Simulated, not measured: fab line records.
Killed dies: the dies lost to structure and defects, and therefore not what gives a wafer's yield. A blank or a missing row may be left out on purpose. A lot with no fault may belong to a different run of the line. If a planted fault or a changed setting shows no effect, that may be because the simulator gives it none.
Which tool was responsible? / flow sky130 / 39 wafers from 13 lots sampled at 5 of the route's 708 steps

## WHAT THE GAUGES SHOWED, per wafer
SKY_SONOS_ONO_THK_MEAS_01. Usual: SONOS_ONO_OXIDATION_THK typically reads 2.61 nm, with standard deviation 0.062.
lot=L402; measured=day 12 02:17; on=filmMetro-01; SONOS_ONO_OXIDATION_THK (nm)=2.56 2.55 2.54; flag=
lot=L404; measured=day 12 14:40; on=filmMetro-04; SONOS_ONO_OXIDATION_THK (nm)=2.64 2.65 2.55; flag=
lot=L406; measured=day 12 20:53; on=filmMetro-01; SONOS_ONO_OXIDATION_THK (nm)=2.63 2.59 2.65; flag=
lot=L408; measured=day 13 11:10; on=filmMetro-02; SONOS_ONO_OXIDATION_THK (nm)=2.96 2.99 2.96; flag=OFF
lot=L409; measured=day 14 02:28; on=filmMetro-02; SONOS_ONO_OXIDATION_THK (nm)=2.62 2.67 2.66; flag=
lot=L410; measured=day 14 07:36; on=filmMetro-04; SONOS_ONO_OXIDATION_THK (nm)=2.90 2.92 2.91; flag=OFF
lot=L417; measured=day 16 09:08; on=filmMetro-01; SONOS_ONO_OXIDATION_THK (nm)=2.62 2.57 2.61; flag=
lot=L420; measured=day 17 08:35; on=filmMetro-04; SONOS_ONO_OXIDATION_THK (nm)=2.57 2.55 2.53; flag=
lot=L421; measured=day 17 15:54; on=filmMetro-01; SONOS_ONO_OXIDATION_THK (nm)=2.69 2.72 2.66; flag=
lot=L422; measured=day 18 12:45; on=filmMetro-01; SONOS_ONO_OXIDATION_THK (nm)=2.65 2.66 2.71; flag=
lot=L423; measured=day 19 09:54; on=filmMetro-04; SONOS_ONO_OXIDATION_THK (nm)=2.68 2.61 2.70; flag=
lot=L424; measured=day 19 15:59; on=filmMetro-01; SONOS_ONO_OXIDATION_THK (nm)=2.74 2.71 2.66; flag=
lot=L425; measured=day 19 17:39; on=filmMetro-04; SONOS_ONO_OXIDATION_THK (nm)=2.54 2.53 2.69; flag=

SKY_SONOS_ONO_CD_MEAS_13: target cd 410 nm. Usual: cdNm at 409.6 nm, with a standard deviation of 2.3.
lot=L402; measured=day 13 06:43; on=cdSem-02; cdNm (nm)=406.5 406.2 403.4; flag=
lot=L404; measured=day 13 21:24; on=cdSem-02; cdNm (nm)=405.8 407.8 405.0; flag=
lot=L406; measured=day 14 02:51; on=cdSem-02; cdNm (nm)=409.3 408.9 407.3; flag=
lot=L408; measured=day 14 15:53; on=cdSem-02; cdNm (nm)=409.9 408.9 408.8; flag=
lot=L409; measured=day 15 10:38; on=cdSem-01; cdNm (nm)=409.6 408.9 410.4; flag=
lot=L410; measured=day 15 15:35; on=cdSem-01; cdNm (nm)=407.1 409.4 411.8; flag=
lot=L417; measured=day 17 20:11; on=cdSem-01; cdNm (nm)=410.4 408.5 410.0; flag=
lot=L420; measured=day 18 17:42; on=cdSem-02; cdNm (nm)=414.8 413.3 415.1; flag=
lot=L421; measured=day 19 01:05; on=cdSem-01; cdNm (nm)=408.0 407.5 406.6; flag=
lot=L422; measured=day 19 23:16; on=cdSem-01; cdNm (nm)=411.0 410.3 409.4; flag=
lot=L423; measured=day 20 19:12; on=cdSem-02; cdNm (nm)=410.0 409.6 410.2; flag=
lot=L424; measured=day 21 01:25; on=cdSem-02; cdNm (nm)=413.7 411.5 411.1; flag=
lot=L425; measured=day 21 02:55; on=cdSem-02; cdNm (nm)=411.1 410.0 411.7; flag=

SKY_GATE_OXIDE_THK_MEAS_02. Usual: GATE_OXIDE_OXIDATION_00_THK typically reads 10.31 nm, with standard deviation 0.18.
lot=L402; measured=day 13 09:25; on=filmMetro-01; GATE_OXIDE_OXIDATION_00_THK (nm)=10.32 10.22 10.27; flag=
lot=L404; measured=day 13 23:56; on=filmMetro-03; GATE_OXIDE_OXIDATION_00_THK (nm)=10.07 9.97 9.99; flag=
lot=L406; measured=day 14 06:47; on=filmMetro-03; GATE_OXIDE_OXIDATION_00_THK (nm)=10.52 10.45 10.41; flag=
lot=L408; measured=day 14 19:16; on=filmMetro-01; GATE_OXIDE_OXIDATION_00_THK (nm)=10.42 10.32 10.33; flag=
lot=L409; measured=day 15 13:10; on=filmMetro-01; GATE_OXIDE_OXIDATION_00_THK (nm)=10.46 10.35 10.21; flag=
lot=L410; measured=day 15 17:28; on=filmMetro-01; GATE_OXIDE_OXIDATION_00_THK (nm)=10.06 10.20 10.26; flag=
lot=L417; measured=day 17 22:54; on=filmMetro-02; GATE_OXIDE_OXIDATION_00_THK (nm)=10.22 10.36 10.35; flag=
lot=L420; measured=day 18 20:50; on=filmMetro-02; GATE_OXIDE_OXIDATION_00_THK (nm)=10.44 10.74 10.52; flag=
lot=L421; measured=day 19 02:59; on=filmMetro-02; GATE_OXIDE_OXIDATION_00_THK (nm)=10.14 10.24 10.24; flag=
lot=L422; measured=day 20 01:07; on=filmMetro-03; GATE_OXIDE_OXIDATION_00_THK (nm)=10.52 10.43 10.41; flag=
lot=L423; measured=day 20 21:41; on=filmMetro-01; GATE_OXIDE_OXIDATION_00_THK (nm)=10.36 10.32 10.43; flag=
lot=L424; measured=day 21 03:22; on=filmMetro-03; GATE_OXIDE_OXIDATION_00_THK (nm)=10.50 10.42 10.38; flag=
lot=L425; measured=day 21 04:47; on=filmMetro-03; GATE_OXIDE_OXIDATION_00_THK (nm)=10.40 10.29 10.43; flag=

## WHICH TOOL RAN EACH LOT (tool, then ch and the chambers of the sampled wafers, then the start)
lot=L402; SKY_VT_ADJUST_NCORE_STRIP_10=plasmaAsher-04 ch 0,1, day 9 04:25; SKY_SONOS_ONO_OXIDATION_00=furnace-02 ch 0, day 12 00:55
lot=L404; SKY_VT_ADJUST_NCORE_STRIP_10=plasmaAsher-02 ch 0,1, day 9 14:31; SKY_SONOS_ONO_OXIDATION_00=furnace-01 ch 0, day 12 13:19
lot=L406; SKY_VT_ADJUST_NCORE_STRIP_10=plasmaAsher-02 ch 0,1, day 9 19:41; SKY_SONOS_ONO_OXIDATION_00=furnace-01 ch 0, day 12 19:32
lot=L408; SKY_VT_ADJUST_NCORE_STRIP_10=plasmaAsher-04 ch 0,1, day 10 08:29; SKY_SONOS_ONO_OXIDATION_00=furnace-01 ch 0, day 13 09:49
lot=L409; SKY_VT_ADJUST_NCORE_STRIP_10=plasmaAsher-02 ch 0,1, day 10 21:02; SKY_SONOS_ONO_OXIDATION_00=furnace-02 ch 0, day 14 01:07
lot=L410; SKY_VT_ADJUST_NCORE_STRIP_10=plasmaAsher-02 ch 0,1, day 11 00:58; SKY_SONOS_ONO_OXIDATION_00=furnace-01 ch 0, day 14 06:16
lot=L417; SKY_VT_ADJUST_NCORE_STRIP_10=plasmaAsher-02 ch 0,1, day 12 20:35; SKY_SONOS_ONO_OXIDATION_00=furnace-02 ch 0, day 16 07:46
lot=L420; SKY_VT_ADJUST_NCORE_STRIP_10=plasmaAsher-04 ch 0,1, day 13 20:01; SKY_SONOS_ONO_OXIDATION_00=furnace-02 ch 0, day 17 07:14
lot=L421; SKY_VT_ADJUST_NCORE_STRIP_10=plasmaAsher-02 ch 0,1, day 14 02:38; SKY_SONOS_ONO_OXIDATION_00=furnace-02 ch 0, day 17 14:33
lot=L422; SKY_VT_ADJUST_NCORE_STRIP_10=plasmaAsher-01 ch 0,1, day 14 20:29; SKY_SONOS_ONO_OXIDATION_00=furnace-01 ch 0, day 18 11:23
lot=L423; SKY_VT_ADJUST_NCORE_STRIP_10=plasmaAsher-01 ch 0,1, day 15 13:31; SKY_SONOS_ONO_OXIDATION_00=furnace-02 ch 0, day 19 08:33
lot=L424; SKY_VT_ADJUST_NCORE_STRIP_10=plasmaAsher-01 ch 0,1, day 15 19:55; SKY_SONOS_ONO_OXIDATION_00=furnace-01 ch 0, day 19 14:38
lot=L425; SKY_VT_ADJUST_NCORE_STRIP_10=plasmaAsher-01 ch 0,1, day 15 21:29; SKY_SONOS_ONO_OXIDATION_00=furnace-02 ch 0, day 19 16:17
- SKY_VT_ADJUST_NCORE_STRIP_10: strips in O2/N2.
- SKY_SONOS_ONO_OXIDATION_00: stabilise 600 s, purge 300 s, target thk 2.6 nm.

## AS READ BY THE TOOLS THEMSELVES (means over the sampled wafers that have a number; for cases with no such wafer, the mark the record gives instead)
SKY_VT_ADJUST_NCORE_STRIP_10. Usual: drypumpMotorCurrentA 5.7 A, standard deviation 0.31; oesProductAu 0.716 a.u., standard deviation 0.0049; stripTimeToEndpointS 14.16 s, standard deviation 0.045.
lot=L402; tool=plasmaAsher-04; drypumpMotorCurrentA (A)=5.8; oesProductAu (a.u.)=0.718; stripTimeToEndpointS (s)=14.21; flag=
lot=L404; tool=plasmaAsher-02; drypumpMotorCurrentA (A)=5.4; oesProductAu (a.u.)=0.718; stripTimeToEndpointS (s)=14.14; flag=
lot=L406; tool=plasmaAsher-02; drypumpMotorCurrentA (A)=5.4; oesProductAu (a.u.)=0.715; stripTimeToEndpointS (s)=14.14; flag=
lot=L408; tool=plasmaAsher-04; drypumpMotorCurrentA (A)=5.7; oesProductAu (a.u.)=0.715; stripTimeToEndpointS (s)=14.13; flag=
lot=L409; tool=plasmaAsher-02; drypumpMotorCurrentA (A)=5.4; oesProductAu (a.u.)=0.708; stripTimeToEndpointS (s)=14.17; flag=
lot=L410; tool=plasmaAsher-02; drypumpMotorCurrentA (A)=5.4; oesProductAu (a.u.)=0.713; stripTimeToEndpointS (s)=14.18; flag=
lot=L417; tool=plasmaAsher-02; drypumpMotorCurrentA (A)=5.4; oesProductAu (a.u.)=0.716; stripTimeToEndpointS (s)=14.18; flag=
lot=L420; tool=plasmaAsher-04; drypumpMotorCurrentA (A)=5.7; oesProductAu (a.u.)=0.716; stripTimeToEndpointS (s)=14.13; flag=
lot=L421; tool=plasmaAsher-02; drypumpMotorCurrentA (A)=5.4; oesProductAu (a.u.)=0.718; stripTimeToEndpointS (s)=14.23; flag=
lot=L422; tool=plasmaAsher-01; drypumpMotorCurrentA (A)=6.1; oesProductAu (a.u.)=0.712; stripTimeToEndpointS (s)=14.18; flag=
lot=L423; tool=plasmaAsher-01; drypumpMotorCurrentA (A)=6.1; oesProductAu (a.u.)=0.717; stripTimeToEndpointS (s)=14.19; flag=
lot=L424; tool=plasmaAsher-01; drypumpMotorCurrentA (A)=6.0; oesProductAu (a.u.)=0.713; stripTimeToEndpointS (s)=14.19; flag=
lot=L425; tool=plasmaAsher-01; drypumpMotorCurrentA (A)=6.1; oesProductAu (a.u.)=0.715; stripTimeToEndpointS (s)=14.19; flag=

SKY_SONOS_ONO_OXIDATION_00. Usual: zonePowerBottomPct at 23 %, with a standard deviation of 3.9.
lot=L402; tool=furnace-02; zonePowerBottomPct (%)=18; flag=
lot=L404; tool=furnace-01; zonePowerBottomPct (%)=26; flag=
lot=L406; tool=furnace-01; zonePowerBottomPct (%)=27; flag=
lot=L408; tool=furnace-01; zonePowerBottomPct (%)=27; flag=
lot=L409; tool=furnace-02; zonePowerBottomPct (%)=19; flag=
lot=L410; tool=furnace-01; zonePowerBottomPct (%)=27; flag=
lot=L417; tool=furnace-02; zonePowerBottomPct (%)=19; flag=
lot=L420; tool=furnace-02; zonePowerBottomPct (%)=19; flag=
lot=L421; tool=furnace-02; zonePowerBottomPct (%)=19; flag=
lot=L422; tool=furnace-01; zonePowerBottomPct (%)=27; flag=
lot=L423; tool=furnace-02; zonePowerBottomPct (%)=19; flag=
lot=L424; tool=furnace-01; zonePowerBottomPct (%)=26; flag=
lot=L425; tool=furnace-02; zonePowerBottomPct (%)=19; flag=

## THE ANSWER, worked out from the rows above alone
Rule: lot off if the mean of its wafers having a number is beyond 3 standard deviations from the usual mean. Also off: a lot with no number at a reading for which 4 or more lots have one. Where the step has rows for the other lots, those lots are counted as sound. The gauges are gone through in route order, then the tools' own readings, and for those a lot's mean is taken as printed above. The first step at which some lot is off is used, and at that step the reading that is off furthest; a lot without a number counts as furthest.
Off: L408, L410, at SKY_SONOS_ONO_THK_MEAS_01 (SONOS_ONO_OXIDATION_THK).
If a tool, at a process step before that reading, ran all the lots that are off and no sound lot after the first of them, it fits. Those tools and the gauges at SKY_SONOS_ONO_THK_MEAS_01 are tried in the same way. No candidate that was tried fits.

## WHAT THE SIMULATOR HAD PUT IN
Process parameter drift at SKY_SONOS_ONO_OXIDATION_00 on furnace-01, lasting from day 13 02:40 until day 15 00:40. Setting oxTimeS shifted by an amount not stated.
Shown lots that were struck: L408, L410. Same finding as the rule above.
